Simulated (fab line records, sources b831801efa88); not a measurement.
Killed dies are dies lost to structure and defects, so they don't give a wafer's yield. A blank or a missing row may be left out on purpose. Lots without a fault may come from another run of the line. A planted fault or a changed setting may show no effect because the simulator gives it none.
fab line records | flow sky130
record lots=5 wafers=15 last_day=50
route steps=708 shown DNWELL@39 PWDE@45 NWELL@56
lots that met no fault: from a run of the same line without faults
start_h: hours from the record's first day to the start of the lot's first wafer shown | wait_h: hours since the lot's step before | " the same as in the row above | L1.1+2: a row that stands for several wafers | - no value, or no start given | * or withheld: withheld | < > ~ a bound
route shown NAME@n: a module of which the file shows steps, and the number in the route of the first | usual: mean/standard deviation of fault-free wafers | same: alike in all rows | chamber/n: place in a boat | sites: the reading at each site | _std_site: their standard deviation | _edge_site: outer sites' mean less inner sites' | radius_mm: how far each site lies from the wafer's centre | mask NAME#n: copy n | behind: the tool/chamber that last shaped the wafer | hold: why the lot was held/for how many hours/how that ended | device: the transistor (n, p or np) that didn't switch | end of line: the same wafers' tests at the end of the route | a step without rows: its recipe alone | killed: dies lost to structure and defects at the first sort, not the wafer's yield | map: a wafer's dies, x killed, . not, _ none there
set.NAME: the setting as run; set.NAME@STEP: as run at that earlier step | model.NAME: the simulator's own value behind a step, which no gauge read
lots at some steps of the route; a table a step, a row a wafer
services: from which hour (start_h, from the record's first day; less than 0 if before it) a tool's chamber was out of use, for how many hours, and why
## steps
# step SKY_DNWELL_EXPOSE_04
# recipe mask_id=DNM na=0.57 target_cd_nm=3000 dose_mj=222
# columns lot.wafer tool chamber start_h wait_h mask
L075.2+4+5 iline_stepper-02 0 - - DNM#0
L077.1+3+4 iline_stepper-02 0 - - DNM#0
L085.2+4+5 iline_stepper-01 0 - - DNM#0
L088.1+2+3 iline_stepper-02 0 - - DNM#0
L094.1+4+6 iline_stepper-02 0 - - DNM#0
# step SKY_DNWELL_PEB_05
# recipe temp_c=115 time_s=withheld
# usual heater_power_total_W=69.34/0.13
# columns lot.wafer tool chamber start_h wait_h heater_power_total_W
L075.2 litho_track-02 0 - - 69.34
L075.4 " 0 " " 69.42
L075.5 " 0 " " 69.14
L077.1 litho_track-01 0 - - 69.58
L077.3 " 0 " " 69.47
L077.4 " 0 " " 69.45
L085.2 litho_track-01 0 - - 69.51
L085.4 " 0 " " 69.29
L085.5 " 0 " " 69.26
L088.1 litho_track-02 0 - - 69.48
L088.2 " 0 " " 69.23
L088.3 " 0 " " 69.38
L094.1 litho_track-02 0 - - 69.20
L094.4 " 0 " " 69.54
L094.6 " 0 " " 69.46
# step SKY_DNWELL_DEVELOP_06
# recipe wall_angle_deg=90 developer=TMAH develop_time_s=60 dev_temp_c=23
# same develop_time_s=60
# columns lot.wafer tool chamber start_h wait_h
L075.2+4+5 litho_track-02 0 - -
L077.1+3+4 litho_track-01 0 - -
L085.2+4+5 litho_track-01 0 - -
L088.1+2+3 litho_track-02 0 - -
L094.1+4+6 litho_track-02 0 - -
# step SKY_DNWELL_IMPLANT_07
# recipe species=P energy_kev=withheld dose_cm2=withheld tilt_deg=withheld
# columns lot.wafer tool chamber start_h wait_h
L075.2+4+5 implanter-04 0 60.28 -
L077.1+3+4 implanter-01 0 68.91 -
L085.2+4+5 implanter-03 0 114.98 -
L088.1+2+3 implanter-04 0 132.65 -
L094.1+4+6 implanter-03 0 179.10 -
# step SKY_DNWELL_STRIP_08
# recipe chemistry=O2/N2 power_w=1400 pressure_mtorr=1500 platen_temp_c=withheld o2_flow_sccm=3000 n2_flow_sccm=300 overash_fraction=0.5
# usual drypump_motor_current_A=5.74/0.26 oes_product_au=0.723/0.0043 strip_time_to_endpoint_s=36.92/0.091
# columns lot.wafer tool chamber start_h wait_h drypump_motor_current_A oes_product_au rf_hours_counter_h strip_time_to_endpoint_s
L075.2 plasma_asher-01 0 60.40 0.1 5.77 0.725 39 37.02
L075.4 " 0 " " 5.79 0.727 - 37.05
L075.5 " 1 " " 5.31 0.726 - 37.03
L077.1 plasma_asher-03 0 69.06 0.1 6.07 0.728 39 37.08
L077.3 " 0 " " 6.06 0.718 - 37.02
L077.4 " 1 " " 5.72 0.726 - 36.99
L085.2 plasma_asher-03 1 115.14 0.1 5.75 0.721 43 37.10
L085.4 " 0 " " 6.07 0.719 - 36.94
L085.5 " 1 " " 5.71 0.723 - 37.04
L088.1 plasma_asher-03 1 132.80 0.1 5.72 0.725 45 36.87
L088.2 " 0 " " 6.06 0.730 45 36.84
L088.3 " 0 " " 6.04 0.721 - 36.83
L094.1 plasma_asher-03 1 179.25 0.1 5.71 0.724 50 36.87
L094.4 " 1 " " 5.71 0.722 - 36.91
L094.6 " 1 " " 5.68 0.723 - 37.01
# step SKY_DNWELL_TW_MEAS_09
# usual DNWELL_TW=1119/15
# columns lot.wafer tool chamber start_h wait_h DNWELL_TW
L075.2 film_metro-04 - 60.51 0.1 1122
L075.4 " - " " 1116
L075.5 " - " " 1121
L077.1 film_metro-03 - 69.16 0.1 1111
L077.3 " - " " 1107
L077.4 " - " " 1108
L085.2 film_metro-04 - 115.25 0.1 1107
L085.4 " - " " 1110
L085.5 " - " " 1106
L088.1 film_metro-01 - 132.90 0.1 1135
L088.2 " - " " 1143
L088.3 " - " " 1129
L094.1 film_metro-03 - 179.35 0.1 1116
L094.4 " - " " 1115
L094.6 " - " " 1113
# step SKY_PWDE_DEHYDRATE_00
# recipe temp_c=200 time_s=60
# usual heater_power_total_W=160.39/0.12
# columns lot.wafer tool chamber start_h wait_h heater_power_total_W
L075.2 litho_track-03 0 67.75 7.2 160.55
L075.4 " 0 " " 160.34
L075.5 " 0 " " 160.35
L077.1 litho_track-02 0 77.30 8.1 160.41
L077.3 " 0 " " 160.30
L077.4 " 0 " " 160.51
L085.2 litho_track-02 0 123.58 8.3 160.53
L085.4 " 0 " " 160.57
L085.5 " 0 " " 160.34
L088.1 litho_track-03 0 140.98 8.1 160.53
L088.2 " 0 " " 160.24
L088.3 " 0 " " 160.27
L094.1 litho_track-03 0 189.23 9.9 160.25
L094.4 " 0 " " 160.59
L094.6 " 0 " " 160.57
# step SKY_PWDE_HMDS_01
# recipe prime_time_s=60 prime_temp_c=120
# usual prime_temp_c=119.98/0.14
# same prime_time_s=60
# columns lot.wafer tool chamber start_h wait_h prime_temp_c
L075.2 litho_track-03 0 67.90 0.1 119.84
L075.4 " 0 " " 119.83
L075.5 " 0 " " 119.66
L077.1 litho_track-02 0 77.45 0.1 120.08
L077.3 " 0 " " 120.10
L077.4 " 0 " " 120.04
L085.2 litho_track-02 0 123.73 0.1 120.17
L085.4 " 0 " " 119.93
L085.5 " 0 " " 120.06
L088.1 litho_track-03 0 141.13 0.1 119.88
L088.2 " 0 " " 120.03
L088.3 " 0 " " 119.79
L094.1 litho_track-03 0 189.38 0.1 120.06
L094.4 " 0 " " 120.03
L094.6 " 0 " " 120.03
# step SKY_PWDE_COAT_02
# recipe spin_rpm=2000 resist_thk_nm=3000
# columns lot.wafer tool chamber start_h wait_h
L075.2+4+5 litho_track-03 0 68.05 0.1
L077.1+3+4 litho_track-02 0 77.60 0.1
L085.2+4+5 litho_track-02 0 123.88 0.1
L088.1+2+3 litho_track-03 0 141.28 0.1
L094.1+4+6 litho_track-03 0 189.53 0.1
# step SKY_PWDE_SOFTBAKE_03
# recipe temp_c=110 time_s=withheld
# usual heater_power_total_W=65.32/0.12
# columns lot.wafer tool chamber start_h wait_h heater_power_total_W
L075.2 litho_track-03 0 68.21 0.1 65.30
L075.4 " 0 " " 65.16
L075.5 " 0 " " 65.39
L077.1 litho_track-02 0 77.75 0.1 65.33
L077.3 " 0 " " 65.36
L077.4 " 0 " " 65.40
L085.2 litho_track-02 0 124.04 0.1 65.33
L085.4 " 0 " " 65.40
L085.5 " 0 " " 65.54
L088.1 litho_track-03 0 141.43 0.1 65.12
L088.2 " 0 " " 65.15
L088.3 " 0 " " 65.18
L094.1 litho_track-03 0 189.68 0.1 65.49
L094.4 " 0 " " 65.17
L094.6 " 0 " " 65.20
# step SKY_PWDE_EXPOSE_04
# recipe mask_id=PWDEM na=0.6 source_shape=conventional sigma_outer=0.6 polarization=unpolarized target_cd_nm=840 dose_mj=214
# columns lot.wafer tool chamber start_h wait_h mask
L075.2+4+5 iline_stepper-02 0 - - PWDEM#0
L077.1+3+4 iline_stepper-02 0 - - PWDEM#0
L085.2+4+5 iline_stepper-02 0 - - PWDEM#0
L088.1+2+3 iline_stepper-02 0 - - PWDEM#0
L094.1+4+6 iline_stepper-02 0 - - PWDEM#0
# step SKY_PWDE_PEB_05
# recipe temp_c=115 time_s=withheld
# usual heater_power_total_W=69.35/0.13
# columns lot.wafer tool chamber start_h wait_h heater_power_total_W
L075.2 litho_track-02 0 - - 69.54
L075.4 " 0 " " 69.13
L075.5 " 0 " " 69.27
L077.1 litho_track-03 0 - - 69.23
L077.3 " 0 " " 69.22
L077.4 " 0 " " 69.36
L085.2 litho_track-03 0 - - 69.29
L085.4 " 0 " " 69.45
L085.5 " 0 " " 69.45
L088.1 litho_track-02 0 - - 69.37
L088.2 " 0 " " 69.52
L088.3 " 0 " " 69.47
L094.1 litho_track-03 0 - - 69.22
L094.4 " 0 " " 69.41
L094.6 " 0 " " 69.35
# step SKY_PWDE_DEVELOP_06
# recipe wall_angle_deg=90 developer=TMAH develop_time_s=60 dev_temp_c=23
# same develop_time_s=60
# columns lot.wafer tool chamber start_h wait_h
L075.2+4+5 litho_track-02 0 - -
L077.1+3+4 litho_track-03 0 - -
L085.2+4+5 litho_track-03 0 - -
L088.1+2+3 litho_track-02 0 - -
L094.1+4+6 litho_track-03 0 - -
# step SKY_PWDE_OVL_MEAS_07
# usual PWDE_OVL=-0.4/1.3
# columns lot.wafer tool chamber start_h wait_h PWDE_OVL[nm]
L075.2 overlay-01 - 76.66 - -1.2
L075.4 " - " " -1.1
L075.5 " - " " 0.1
L077.1 overlay-01 - 85.68 - 0.5
L077.3 " - " " -0.7
L077.4 " - " " 0.4
L085.2 overlay-01 - 133.49 - 0.3
L085.4 " - " " 0.4
L085.5 " - " " -1.3
L088.1 overlay-02 - 151.20 - 2.1
L088.2 " - " " 2.2
L088.3 " - " " 1.9
L094.1 overlay-02 - 200.28 - -2.2
L094.4 " - " " -0.4
L094.6 " - " " -0.9
# step SKY_PWDE_IMPLANT_08
# recipe species=B energy_kev=150 dose_cm2=3.6e+12 tilt_deg=withheld
# columns lot.wafer tool chamber start_h wait_h
L075.2+4+5 implanter-01 0 76.72 0.0
L077.1+3+4 implanter-01 0 85.72 0.0
L085.2+4+5 implanter-04 0 133.54 0.0
L088.1+2+3 implanter-04 0 151.24 0.0
L094.1+4+6 implanter-02 0 200.32 0.0
# step SKY_PWDE_STRIP_09
# recipe chemistry=O2/N2 power_w=1400 pressure_mtorr=1500 platen_temp_c=withheld o2_flow_sccm=3000 n2_flow_sccm=300 overash_fraction=0.5
# usual drypump_motor_current_A=5.81/0.27 oes_product_au=0.722/0.0046 strip_time_to_endpoint_s=36.89/0.085
# columns lot.wafer tool chamber start_h wait_h drypump_motor_current_A oes_product_au rf_hours_counter_h strip_time_to_endpoint_s
L075.2 plasma_asher-02 0 76.84 0.1 6.12 0.716 26 36.78
L075.4 " 0 " " 6.12 0.718 - 36.87
L075.5 " 1 " " 5.48 0.723 - 36.78
L077.1 plasma_asher-03 1 85.87 0.1 5.70 0.725 41 36.94
L077.3 " 0 " " 6.06 0.722 - 36.96
L077.4 " 1 " " 5.70 0.720 - 36.91
L085.2 plasma_asher-03 0 133.67 0.1 6.05 0.729 45 36.90
L085.4 " 0 " " 6.07 0.719 - 37.01
L085.5 " 0 " " 6.07 0.712 - 36.88
L088.1 plasma_asher-03 1 151.39 0.1 5.73 0.728 47 36.94
L088.2 " 0 " " 6.08 0.727 47 37.00
L088.3 " 1 " " 5.69 0.723 - 37.01
L094.1 plasma_asher-02 1 200.47 0.1 5.48 0.731 38 36.96
L094.4 " 1 " " 5.47 0.720 - 36.91
L094.6 " 0 " " 6.12 0.709 - 36.97
# step SKY_PWDE_TW_MEAS_10
# usual PWDE_TW=375/4.4
# columns lot.wafer tool chamber start_h wait_h PWDE_TW
L075.2 film_metro-01 - 76.95 0.1 380
L075.4 " - " " 383
L075.5 " - " " 382
L077.1 film_metro-01 - 85.97 0.1 384
L077.3 " - " " 382
L077.4 " - " " 382
L085.2 film_metro-01 - 133.78 0.1 381
L085.4 " - " " 382
L085.5 " - " " 382
L088.1 film_metro-04 - 151.49 0.1 374
L088.2 " - " " 374
L088.3 " - " " 378
L094.1 film_metro-03 - 200.57 0.1 369
L094.4 " - " " 373
L094.6 " - " " 373
# step SKY_NWELL_DEHYDRATE_03
# recipe temp_c=200 time_s=60
# usual heater_power_total_W=160.38/0.12
# columns lot.wafer tool chamber start_h wait_h heater_power_total_W
L075.2 litho_track-03 0 84.70 7.7 160.33
L075.4 " 0 " " 160.35
L075.5 " 0 " " 160.20
L077.1 litho_track-04 0 94.01 8.0 160.37
L077.3 " 0 " " 160.61
L077.4 " 0 " " 160.33
L085.2 litho_track-03 0 142.25 8.5 160.40
L085.4 " 0 " " 160.37
L085.5 " 0 " " 160.21
L088.1 litho_track-03 0 159.68 8.2 160.33
L088.2 " 0 " " 160.20
L088.3 " 0 " " 160.47
L094.1 litho_track-04 0 210.56 10.0 160.59
L094.4 " 0 " " 160.55
L094.6 " 0 " " 160.44
# step SKY_NWELL_HMDS_04
# recipe prime_time_s=60 prime_temp_c=120
# usual prime_temp_c=120.00/0.13
# same prime_time_s=60
# columns lot.wafer tool chamber start_h wait_h prime_temp_c
L075.2 litho_track-03 0 84.85 0.1 120.05
L075.4 " 0 " " 120.03
L075.5 " 0 " " 120.21
L077.1 litho_track-04 0 94.16 0.1 120.04
L077.3 " 0 " " 119.80
L077.4 " 0 " " 120.00
L085.2 litho_track-03 0 142.40 0.1 119.75
L085.4 " 0 " " 119.86
L085.5 " 0 " " 119.86
L088.1 litho_track-03 0 159.83 0.1 119.99
L088.2 " 0 " " 120.07
L088.3 " 0 " " 119.99
L094.1 litho_track-04 0 210.71 0.1 119.92
L094.4 " 0 " " 119.93
L094.6 " 0 " " 119.87
# step SKY_NWELL_COAT_05
# recipe spin_rpm=2000 resist_thk_nm=3000
# columns lot.wafer tool chamber start_h wait_h
L075.2+4+5 litho_track-03 0 85.00 0.1
L077.1+3+4 litho_track-04 0 94.31 0.1
L085.2+4+5 litho_track-03 0 142.55 0.1
L088.1+2+3 litho_track-03 0 159.98 0.1
L094.1+4+6 litho_track-04 0 210.86 0.1
# step SKY_NWELL_SOFTBAKE_06
# recipe temp_c=110 time_s=withheld
# usual heater_power_total_W=65.34/0.13
# columns lot.wafer tool chamber start_h wait_h heater_power_total_W
L075.2 litho_track-03 0 85.16 0.1 65.35
L075.4 " 0 " " 65.28
L075.5 " 0 " " 65.09
L077.1 litho_track-04 0 94.46 0.1 65.42
L077.3 " 0 " " 65.47
L077.4 " 0 " " 65.17
L085.2 litho_track-03 0 142.71 0.1 65.36
L085.4 " 0 " " 65.42
L085.5 " 0 " " 65.41
L088.1 litho_track-03 0 160.13 0.1 65.20
L088.2 " 0 " " 65.23
L088.3 " 0 " " 65.59
L094.1 litho_track-04 0 211.01 0.1 65.22
L094.4 " 0 " " 65.18
L094.6 " 0 " " 65.56
# step SKY_NWELL_EXPOSE_07
# recipe mask_id=NWM na=0.6 source_shape=conventional sigma_outer=0.6 polarization=unpolarized target_cd_nm=840 dose_mj=255
# columns lot.wafer tool chamber start_h wait_h mask
L075.2+4+5 iline_stepper-01 0 - - NWM#0
L077.1+3+4 iline_stepper-02 0 - - NWM#0
L085.2+4+5 iline_stepper-01 0 - - NWM#0
L088.1+2+3 iline_stepper-02 0 - - NWM#0
L094.1+4+6 iline_stepper-02 0 - - NWM#0
# step SKY_NWELL_PEB_08
# recipe temp_c=115 time_s=withheld
# usual heater_power_total_W=69.33/0.13
# columns lot.wafer tool chamber start_h wait_h heater_power_total_W
L075.2 litho_track-04 0 - - 69.51
L075.4 " 0 " " 69.26
L075.5 " 0 " " 69.41
L077.1 litho_track-04 0 - - 69.39
L077.3 " 0 " " 69.11
L077.4 " 0 " " 69.59
L085.2 litho_track-01 0 - - 69.33
L085.4 " 0 " " 69.47
L085.5 " 0 " " 69.23
L088.1 litho_track-01 0 - - 69.21
L088.2 " 0 " " 69.48
L088.3 " 0 " " 69.51
L094.1 litho_track-01 0 - - 69.26
L094.4 " 0 " " 69.53
L094.6 " 0 " " 69.20
# step SKY_NWELL_DEVELOP_09
# recipe wall_angle_deg=90 developer=TMAH develop_time_s=60 dev_temp_c=23
# same develop_time_s=60
# columns lot.wafer tool chamber start_h wait_h
L075.2+4+5 litho_track-04 0 - -
L077.1+3+4 litho_track-04 0 - -
L085.2+4+5 litho_track-01 0 - -
L088.1+2+3 litho_track-01 0 - -
L094.1+4+6 litho_track-01 0 - -
# step SKY_NWELL_OVL_MEAS_10
# usual NWELL_00_OVL=-0.6/1.6
# columns lot.wafer tool chamber start_h wait_h NWELL_00_OVL[nm]
L075.2 overlay-01 - 93.72 - -1.3
L075.4 " - " " -2.0
L075.5 " - " " -0.8
L077.1 overlay-01 - 103.21 - 1.9
L077.3 " - " " 1.1
L077.4 " - " " 2.0
L085.2 overlay-02 - 152.76 - -2.6
L085.4 " - " " -3.4
L085.5 " - " " -3.0
L088.1 overlay-01 - 169.81 - -1.3
L088.2 " - " " -1.3
L088.3 " - " " -0.2
L094.1 overlay-01 - 222.36 - -3.4
L094.4 " - " " -1.3
L094.6 " - " " -2.6
# step SKY_NWELL_IMPLANT_11
# recipe species=P energy_kev=400 dose_cm2=1.9e+13 tilt_deg=withheld
# columns lot.wafer tool chamber start_h wait_h
L075.2+4+5 implanter-02 0 93.78 0.0
L077.1+3+4 implanter-03 0 103.25 0.0
L085.2+4+5 implanter-02 0 152.82 0.0
L088.1+2+3 implanter-02 0 169.84 0.0
L094.1+4+6 implanter-01 0 222.39 0.0
# step SKY_NWELL_IMPLANT_12
# recipe species=P energy_kev=120 dose_cm2=1.3e+12 tilt_deg=withheld
# columns lot.wafer tool chamber start_h wait_h
L075.2+4+5 implanter-02 0 93.93 0.1
L077.1+3+4 implanter-03 0 103.40 0.1
L085.2+4+5 implanter-02 0 152.97 0.1
L088.1+2+3 implanter-02 0 169.99 0.1
L094.1+4+6 implanter-01 0 222.54 0.1
# step SKY_NWELL_IMPLANT_13
# recipe species=P energy_kev=50 dose_cm2=7e+11 tilt_deg=withheld
# columns lot.wafer tool chamber start_h wait_h
L075.2+4+5 implanter-02 0 94.08 0.1
L077.1+3+4 implanter-03 0 103.55 0.1
L085.2+4+5 implanter-02 0 153.12 0.1
L088.1+2+3 implanter-02 0 170.14 0.1
L094.1+4+6 implanter-01 0 222.69 0.1
# step SKY_NWELL_STRIP_14
# recipe chemistry=O2/N2 power_w=1400 pressure_mtorr=1500 platen_temp_c=withheld o2_flow_sccm=3000 n2_flow_sccm=300 overash_fraction=0.5
# usual drypump_motor_current_A=5.74/0.3 oes_product_au=0.722/0.0044 strip_time_to_endpoint_s=36.89/0.11
# columns lot.wafer tool chamber start_h wait_h drypump_motor_current_A oes_product_au rf_hours_counter_h strip_time_to_endpoint_s
L075.2 plasma_asher-03 0 94.20 0.1 6.07 0.728 41 36.83
L075.4 " 1 " " 5.74 0.722 - 36.78
L075.5 " 0 " " 6.03 0.714 - 36.78
L077.1 plasma_asher-02 0 103.70 0.1 6.12 0.718 28 36.93
L077.3 " 0 " " 6.14 0.717 - 36.94
L077.4 " 1 " " 5.47 0.717 - 36.98
L085.2 plasma_asher-01 0 153.24 0.1 5.77 0.720 4 37.00
L085.4 " 1 " " 5.30 0.728 - 37.00
L085.5 " 0 " " 5.76 0.720 - 36.96
L088.1 plasma_asher-01 0 170.29 0.1 5.78 0.719 5 36.75
L088.2 " 1 " " 5.32 0.720 5 36.74
L088.3 " 1 " " 5.29 0.724 - 36.79
L094.1 plasma_asher-02 1 222.84 0.1 5.49 0.719 40 36.73
L094.4 " 0 " " 6.14 0.723 - 36.83
L094.6 " 1 " " 5.48 0.730 - 36.82
# step SKY_NWELL_TW_MEAS_15
# usual NWELL_TW=1829/22
# columns lot.wafer tool chamber start_h wait_h NWELL_TW
L075.2 film_metro-01 - 94.31 0.1 1852
L075.4 " - " " 1858
L075.5 " - " " 1855
L077.1 film_metro-03 - 103.80 0.1 1794
L077.3 " - " " 1802
L077.4 " - " " 1806
L085.2 film_metro-01 - 153.35 0.1 1852
L085.4 " - " " 1862
L085.5 " - " " 1856
L088.1 film_metro-01 - 170.39 0.1 1841
L088.2 " - " " 1843
L088.3 " - " " 1837
L094.1 film_metro-03 - 222.94 0.1 1809
L094.4 " - " " 1817
L094.6 " - " " 1796
# step SKY_NWELL_DEHYDRATE_16
# recipe temp_c=200 time_s=60
# usual heater_power_total_W=160.38/0.12
# columns lot.wafer tool chamber start_h wait_h heater_power_total_W
L075.2 litho_track-01 0 102.38 8.1 160.54
L075.4 " 0 " " 160.59
L075.5 " 0 " " 160.43
L077.1 litho_track-03 0 112.83 9.0 160.21
L077.3 " 0 " " 160.57
L077.4 " 0 " " 160.51
L085.2 litho_track-03 0 162.10 8.7 160.63
L085.4 " 0 " " 160.43
L085.5 " 0 " " 160.38
L088.1 litho_track-01 0 179.61 9.2 160.42
L088.2 " 0 " " 160.27
L088.3 " 0 " " 160.49
L094.1 litho_track-04 0 233.56 10.6 160.35
L094.4 " 0 " " 160.38
L094.6 " 0 " " 160.30
# step SKY_NWELL_HMDS_17
# recipe prime_time_s=60 prime_temp_c=120
# usual prime_temp_c=119.97/0.13
# same prime_time_s=60
# columns lot.wafer tool chamber start_h wait_h prime_temp_c
L075.2 litho_track-01 0 102.53 0.1 120.04
L075.4 " 0 " " 120.14
L075.5 " 0 " " 120.11
L077.1 litho_track-03 0 112.98 0.1 120.20
L077.3 " 0 " " 120.13
L077.4 " 0 " " 120.09
L085.2 litho_track-03 0 162.25 0.1 119.87
L085.4 " 0 " " 119.95
L085.5 " 0 " " 119.94
L088.1 litho_track-01 0 179.76 0.1 119.99
L088.2 " 0 " " 120.04
L088.3 " 0 " " 120.05
L094.1 litho_track-04 0 233.71 0.1 119.97
L094.4 " 0 " " 119.83
L094.6 " 0 " " 120.20
# step SKY_NWELL_COAT_18
# recipe spin_rpm=2000 resist_thk_nm=3000
# columns lot.wafer tool chamber start_h wait_h
L075.2+4+5 litho_track-01 0 102.68 0.1
L077.1+3+4 litho_track-03 0 113.13 0.1
L085.2+4+5 litho_track-03 0 162.40 0.1
L088.1+2+3 litho_track-01 0 179.91 0.1
L094.1+4+6 litho_track-04 0 233.86 0.1
# step SKY_NWELL_SOFTBAKE_19
# recipe temp_c=110 time_s=withheld
# usual heater_power_total_W=65.32/0.14
# columns lot.wafer tool chamber start_h wait_h heater_power_total_W
L075.2 litho_track-01 0 102.84 0.1 65.12
L075.4 " 0 " " 65.45
L075.5 " 0 " " 65.19
L077.1 litho_track-03 0 113.28 0.1 65.17
L077.3 " 0 " " 65.30
L077.4 " 0 " " 65.23
L085.2 litho_track-03 0 162.56 0.1 65.30
L085.4 " 0 " " 65.38
L085.5 " 0 " " 65.21
L088.1 litho_track-01 0 180.06 0.1 65.20
L088.2 " 0 " " 65.32
L088.3 " 0 " " 65.20
L094.1 litho_track-04 0 234.01 0.1 65.54
L094.4 " 0 " " 65.55
L094.6 " 0 " " 65.39
# step SKY_NWELL_EXPOSE_20
# recipe mask_id=NWM_COMPLEMENT na=0.6 source_shape=conventional sigma_outer=0.6 polarization=unpolarized target_cd_nm=840 dose_mj=260
# columns lot.wafer tool chamber start_h wait_h mask
L075.2+4+5 iline_stepper-02 0 - - NWM_COMPLEMENT#0
L077.1+3+4 iline_stepper-02 0 - - NWM_COMPLEMENT#0
L085.2+4+5 iline_stepper-02 0 - - NWM_COMPLEMENT#0
L088.1+2+3 iline_stepper-01 0 - - NWM_COMPLEMENT#0
L094.1+4+6 iline_stepper-02 0 - - NWM_COMPLEMENT#0
# step SKY_NWELL_PEB_21
# recipe temp_c=115 time_s=withheld
# usual heater_power_total_W=69.33/0.13
# columns lot.wafer tool chamber start_h wait_h heater_power_total_W
L075.2 litho_track-04 0 - - 69.26
L075.4 " 0 " " 69.51
L075.5 " 0 " " 69.18
L077.1 litho_track-04 0 - - 69.52
L077.3 " 0 " " 69.41
L077.4 " 0 " " 69.51
L085.2 litho_track-04 0 - - 69.31
L085.4 " 0 " " 69.51
L085.5 " 0 " " 69.44
L088.1 litho_track-01 0 - - 69.39
L088.2 " 0 " " 69.49
L088.3 " 0 " " 69.43
L094.1 litho_track-03 0 - - 69.34
L094.4 " 0 " " 69.28
L094.6 " 0 " " 69.36
# step SKY_NWELL_DEVELOP_22
# recipe wall_angle_deg=90 developer=TMAH develop_time_s=60 dev_temp_c=23
# same develop_time_s=60
# columns lot.wafer tool chamber start_h wait_h
L075.2+4+5 litho_track-04 0 - -
L077.1+3+4 litho_track-04 0 - -
L085.2+4+5 litho_track-04 0 - -
L088.1+2+3 litho_track-01 0 - -
L094.1+4+6 litho_track-03 0 - -
# step SKY_NWELL_OVL_MEAS_23
# usual NWELL_01_OVL=-1.2/1.1
# columns lot.wafer tool chamber start_h wait_h NWELL_01_OVL[nm]
L075.2 overlay-02 - 111.72 - -0.1
L075.4 " - " " 0.3
L075.5 " - " " 1.1
L077.1 overlay-02 - 122.01 - -2.6
L077.3 " - " " -1.5
L077.4 " - " " -2.1
L085.2 overlay-02 - 172.22 - -0.3
L085.4 " - " " 1.1
L085.5 " - " " 0.6
L088.1 overlay-01 - 190.51 - -0.9
L088.2 " - " " 1.4
L088.3 " - " " -1.2
L094.1 overlay-01 - 245.08 - -1.3
L094.4 " - " " -1.2
L094.6 " - " " -1.5
# step SKY_NWELL_IMPLANT_24
# recipe species=B energy_kev=140 dose_cm2=9.2e+12 tilt_deg=withheld
# columns lot.wafer tool chamber start_h wait_h
L075.2+4+5 implanter-03 0 111.78 0.0
L077.1+3+4 implanter-02 0 122.05 0.0
L085.2+4+5 implanter-01 0 172.28 0.0
L088.1+2+3 implanter-02 0 190.54 0.0
L094.1+4+6 implanter-01 0 245.12 0.0
# step SKY_NWELL_STRIP_25
# recipe chemistry=O2/N2 power_w=1400 pressure_mtorr=1500 platen_temp_c=withheld o2_flow_sccm=3000 n2_flow_sccm=300 overash_fraction=0.5
# usual drypump_motor_current_A=5.76/0.29 oes_product_au=0.723/0.0043 strip_time_to_endpoint_s=36.92/0.1
# columns lot.wafer tool chamber start_h wait_h drypump_motor_current_A oes_product_au rf_hours_counter_h strip_time_to_endpoint_s
L075.2 plasma_asher-03 1 111.90 0.1 5.71 0.722 43 36.94
L075.4 " 1 " " 5.68 0.721 - 37.02
L075.5 " 1 " " 5.73 0.722 - 36.97
L077.1 plasma_asher-03 1 122.20 0.1 5.70 0.725 44 36.95
L077.3 " 1 " " 5.71 0.724 - 37.02
L077.4 " 0 " " 6.08 0.722 - 36.95
L085.2 plasma_asher-01 0 172.40 0.1 5.77 0.723 5 36.97
L085.4 " 1 " " 5.30 0.723 - 36.84
L085.5 " 1 " " 5.33 0.713 - 36.99
L088.1 plasma_asher-03 1 190.69 0.1 5.69 0.721 51 36.90
L088.2 " 0 " " 6.05 0.726 51 36.98
L088.3 " 0 " " 6.08 0.730 - 36.95
L094.1 plasma_asher-01 0 245.27 0.1 5.75 0.719 13 36.87
L094.4 " 0 " " 5.72 0.719 - 36.76
L094.6 " 0 " " 5.76 0.725 - 36.91
# step SKY_NWELL_TW_MEAS_26
# usual NWELL_2_TW=499/5.6
# columns lot.wafer tool chamber start_h wait_h NWELL_2_TW
L075.2 film_metro-01 - 112.01 0.1 503
L075.4 " - " " 506
L075.5 " - " " 506
L077.1 film_metro-04 - 122.30 0.1 495
L077.3 " - " " 495
L077.4 " - " " 497
L085.2 film_metro-01 - 172.51 0.1 503
L085.4 " - " " 505
L085.5 " - " " 504
L088.1 film_metro-01 - 190.79 0.1 503
L088.2 " - " " 504
L088.3 " - " " 505
L094.1 film_metro-01 - 245.37 0.1 511
L094.4 " - " " 511
L094.6 " - " " 512
# step SKY_NWELL_CLEAN_27
# recipe chemistry=SC1/SC2 mix=1:4:20 temp_c=70 time_s=150 dry=n2_spin
# columns lot.wafer tool chamber start_h wait_h
L075.2+4+5 wet_bench-03 0 112.06 0.0
L077.1+3+4 wet_bench-03 2 122.36 0.1
L085.2+4+5 wet_bench-01 0 172.56 0.0
L088.1+2+3 wet_bench-01 2 190.85 0.1
L094.1+4+6 wet_bench-01 1 245.43 0.1
## services
# columns tool chamber start_h hours kind
implanter-04 - 34.96 3.2 repair
iline_stepper-02 - 42.32 7.8 repair
plasma_asher-03 - 47.28 2.8 pm
wet_bench-01 - 69.97 11.4 repair
implanter-02 - 76.17 1.7 repair
implanter-04 - 92.97 3.8 repair
implanter-01 - 105.78 8.2 repair
iline_stepper-01 - 106.22 5.5 repair
plasma_asher-01 - 108.75 9.0 pm
implanter-02 - 111.44 2.6 repair
iline_stepper-01 - 124.16 1.7 pm
implanter-03 - 132.86 1.8 repair
implanter-01 - 133.49 8.2 repair
iline_stepper-02 - 151.58 0.9 repair
plasma_asher-01 - 171.49 0.9 repair
iline_stepper-01 - 182.06 10.2 repair
implanter-03 - 204.65 0.6 repair
iline_stepper-01 - 204.85 7.2 repair
plasma_asher-03 - 213.85 14.6 pm
wet_bench-03 - 220.61 2.4 repair
implanter-01 - 223.21 21.4 pm
implanter-03 - 224.61 12.4 repair
iline_stepper-02 - 239.68 1.7 pm
implanter-03 - 242.36 3.4 pm
## key
fault none
